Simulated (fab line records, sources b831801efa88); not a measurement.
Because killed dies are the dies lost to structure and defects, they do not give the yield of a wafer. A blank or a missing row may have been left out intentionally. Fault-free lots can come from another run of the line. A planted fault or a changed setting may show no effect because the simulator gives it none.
A lot that was struck, set against a sound lot || flow sky130 || 14 steps out of a route of 708
Sound: wafers L556.1, L556.4, L556.6. The struck wafers were L559.2, L559.3, L559.5. The cause is named last.
At each step with rows: each side's tool, then ch and its chambers, then its first start. Under that, the readings that differ: sound wafers || struck wafers || difference of the means || sigmas: that difference in standard deviations of wafers without a fault.
alike: a reading whose means differ by less than 2 such deviations, as well as words and numbers matching on both sides. not compared: withheld readings; readings where some wafer has no value; bounds like >300 that might hide an equal value; numbers whose values overlap and for which the record gives no deviation.
A row with sigmas, a row that says differs or no value, or rows on one side alone: a step with any of these is where the two part. Numbers that have no deviation but don't overlap get no sigmas and don't part them. Lack of a reading on every wafer of one side parts them only where that side has two or more wafers.

SKY_METAL4_SPUTTER_04: material TiN, target thk 70 nm, time 56.14 s.
  struck on pvd-sputter-04, day 42 10:47; sound on pvd-sputter-01, day 41 13:03
  alike: throttle-valve-pct
SKY_CAP2M_CVD_00: deposits SiO2, target thk 15.5 nm.
  sound on pecvd-04 ch 0,1, day 41 13:06; struck on pecvd-04 ch 0,1, day 42 10:50
  alike: heater-power-w, susceptor-temp-C
SKY_CAP2M_THK_MEAS_01:
  struck on film-metro-02, day 42 10:53; sound on film-metro-02, day 41 13:07
  alike: CAP2M_CVD_00_THK
SKY_CAP2M_SPUTTER_02: material TiN, target thk 200 nm, time 166.7 s.
  struck on pvd-sputter-03, day 42 10:56; sound on pvd-sputter-02, day 41 13:11
  alike: susceptor-temp-C, throttle-valve-pct
SKY_CAP2M_RS_MEAS_03: a four-point-probe measurement.
  struck on film-metro-03, day 42 11:03; sound on film-metro-02, day 41 13:17
  alike: CAP2M_TIN_RS
SKY_CAP2M_THK_MEAS_04: measures by xrf.
  struck on film-metro-03, day 42 11:10; sound on film-metro-02, day 41 13:25
  alike: CAP2M_TIN_THK
then, 6 steps without rows for these wafers: SKY_CAP2M_DEHYDRATE_05 (time 60 s); SKY_CAP2M_HMDS_06 (prime time 60 s); SKY_CAP2M_COAT_07 (resist thk 1140 nm); SKY_CAP2M_SOFTBAKE_08 (time 60 s); SKY_CAP2M_EXPOSE_09 (exposes mask CAP2M, target cd 1000 nm); SKY_CAP2M_PEB_10.
SKY_CAP2M_DEVELOP_11: develop time 60 s.
  sound on litho-track-04 ch 0, day 42 12:28; struck on litho-track-04, day 43 10:14
  no value came back on the struck wafers for chill-plate-temp-C (C), develop-time-s (s); on the sound wafers chill-plate-temp-C (C) reads 23.03 23.06 23.16
SKY_CAP2M_OVL_MEAS_12:
  struck on overlay-02, day 43 10:22; sound on overlay-02, day 42 12:37
{"reading": "CAP2M_OVL (nm)", "sound": "-1.1 -0.1 0.1", "struck": "- - -", "difference": "no value on the struck wafers", "sigmas": ""}

== WHERE THEY PART ==
Last at SKY_CAP2M_OVL_MEAS_12 as far as this record goes, first at SKY_CAP2M_DEVELOP_11.

WHY: the cause the simulator had injected
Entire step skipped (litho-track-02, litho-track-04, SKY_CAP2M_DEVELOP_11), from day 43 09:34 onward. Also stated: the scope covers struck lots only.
